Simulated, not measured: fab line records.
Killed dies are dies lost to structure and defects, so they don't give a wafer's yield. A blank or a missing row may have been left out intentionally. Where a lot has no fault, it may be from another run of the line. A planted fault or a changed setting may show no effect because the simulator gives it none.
Which tool did it? ; flow sky130 ; 12 lots (36 wafers sampled), 1 step of a 708-step route

## WHAT THE GAUGES SHOWED, per wafer
SKY_CONTACT_CD_MEAS_14 targets a cd of 170 nm. Usual: cd nm 169.5 nm, standard deviation 1.6.
lot;measured;on;cd nm (nm);flag
L799;day 32 19:01;cd sem-01;170.8 168.4 170.9;
L800;day 32 23:20;cd sem-01;168.0 168.9 170.0;
L803;day 33 07:38;cd sem-01;173.1 172.9 174.0;
L808;day 34 15:13;cd sem-01;168.0 168.2 167.1;
L809;day 34 19:32;cd sem-01;170.3 170.5 170.5;
L810;day 35 03:59;cd sem-02;171.0 170.8 169.7;
L816;day 36 22:38;cd sem-01;172.0 172.0 171.3;
L818;day 37 14:35;cd sem-02;168.2 167.5 167.9;
L819;day 38 05:19;cd sem-01;169.1 167.4 168.2;
L820;day 39 00:33;cd sem-02;168.6 169.9 170.3;
L821;day 39 00:55;cd sem-01;173.0 171.6 170.7;
L822;day 39 03:33;cd sem-02;169.8 169.3 168.6;

## WHICH TOOL RAN EACH LOT (tool, then ch and the chambers of the sampled wafers, then the start)
Record: no process step prior to these readings.

## AS READ BY THE TOOLS THEMSELVES (means over the sampled wafers that have a number; for cases with no such wafer, the mark the record gives instead)
The record holds no such reading with a usual standard deviation.

## THE ANSWER, worked out from the rows above alone
Rule: a lot counts as off when the mean over its wafers that have a number is more than 3 standard deviations away from the usual mean. Also off: a lot with no number at a reading for which 4 or more lots have one. All remaining lots with rows at the step are treated as sound. The gauges are gone through in route order, then the tools' own readings, and for those a lot's mean is taken as printed above. The first step at which some lot is off is used, and at that step the reading that is off furthest; a lot without a number counts as furthest.
No lot is off on any of the readings shown, so nothing can be concluded from this.

## WHAT THE SIMULATOR HAD PUT IN
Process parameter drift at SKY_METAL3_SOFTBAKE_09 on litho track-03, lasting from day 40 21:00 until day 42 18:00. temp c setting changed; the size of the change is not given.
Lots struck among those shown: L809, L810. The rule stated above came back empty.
